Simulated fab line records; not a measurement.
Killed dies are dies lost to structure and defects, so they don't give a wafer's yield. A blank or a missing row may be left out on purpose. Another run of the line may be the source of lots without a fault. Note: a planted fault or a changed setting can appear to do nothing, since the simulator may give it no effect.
Matching of chambers || flow gf180mcu || rie-diel-03 running GF_M5_ETCH_09: 4 sister chambers
The step etches Si3N4 in CF4/O2, target depth 52 nm, time 11.6 s. 4 wafers are shown with their chamber, then 10 later ones without.

## WAFERS WITH THEIR CHAMBER
{"wafer": "L081.1", "chamber": 3, "drypump-motor-current-A (A)": 5.7}
{"wafer": "L080.6", "chamber": 0, "drypump-motor-current-A (A)": 6.3}
{"wafer": "L084.1", "chamber": 1, "drypump-motor-current-A (A)": 6.0}
{"wafer": "L084.2", "chamber": 2, "drypump-motor-current-A (A)": 5.8}

## WAFERS WITH NO CHAMBER GIVEN
{"wafer": "L084.5", "drypump-motor-current-A (A)": 6.0}
{"wafer": "L086.2", "drypump-motor-current-A (A)": 6.3}
{"wafer": "L086.3", "drypump-motor-current-A (A)": 5.8}
{"wafer": "L086.5", "drypump-motor-current-A (A)": 5.8}
{"wafer": "L089.1", "drypump-motor-current-A (A)": 5.8}
{"wafer": "L089.3", "drypump-motor-current-A (A)": 6.1}
{"wafer": "L089.6", "drypump-motor-current-A (A)": 5.8}
{"wafer": "L094.3", "drypump-motor-current-A (A)": 5.8}
{"wafer": "L094.5", "drypump-motor-current-A (A)": 6.3}
{"wafer": "L094.6", "drypump-motor-current-A (A)": 5.8}

## THE CHAMBER EACH PASSED THROUGH
{"wafer": "L084.5", "from the rows above": 1, "in truth": 1}
{"wafer": "L086.2", "from the rows above": 0, "in truth": 0}
{"wafer": "L086.3", "from the rows above": 2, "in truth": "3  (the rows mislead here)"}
{"wafer": "L086.5", "from the rows above": 2, "in truth": 2}
{"wafer": "L089.1", "from the rows above": 2, "in truth": 2}
{"wafer": "L089.3", "from the rows above": 1, "in truth": 1}
{"wafer": "L089.6", "from the rows above": 2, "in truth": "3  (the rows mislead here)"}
{"wafer": "L094.3", "from the rows above": 2, "in truth": 2}
{"wafer": "L094.5", "from the rows above": 0, "in truth": 0}
{"wafer": "L094.6", "from the rows above": 2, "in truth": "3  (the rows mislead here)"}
Correct placement for 7 of the 10. Left unplaced by these rows: 0. Wrongly placed: 3.
How it was worked out, from the rows above alone: a wafer's distance from a chamber is the root of the sum, over the readings, of the square of ((its reading less the chamber's mean) divided by the reading's scatter). If the next closest chamber is less than 2 further off than the closest, the wafer can't be placed; otherwise it belongs to the closest. Each chamber's mean is taken over the wafers shown for it. The scatter (one wafer shown for each chamber): square how far every hidden wafer sits from the nearest shown wafer, average those squares and take the square root.
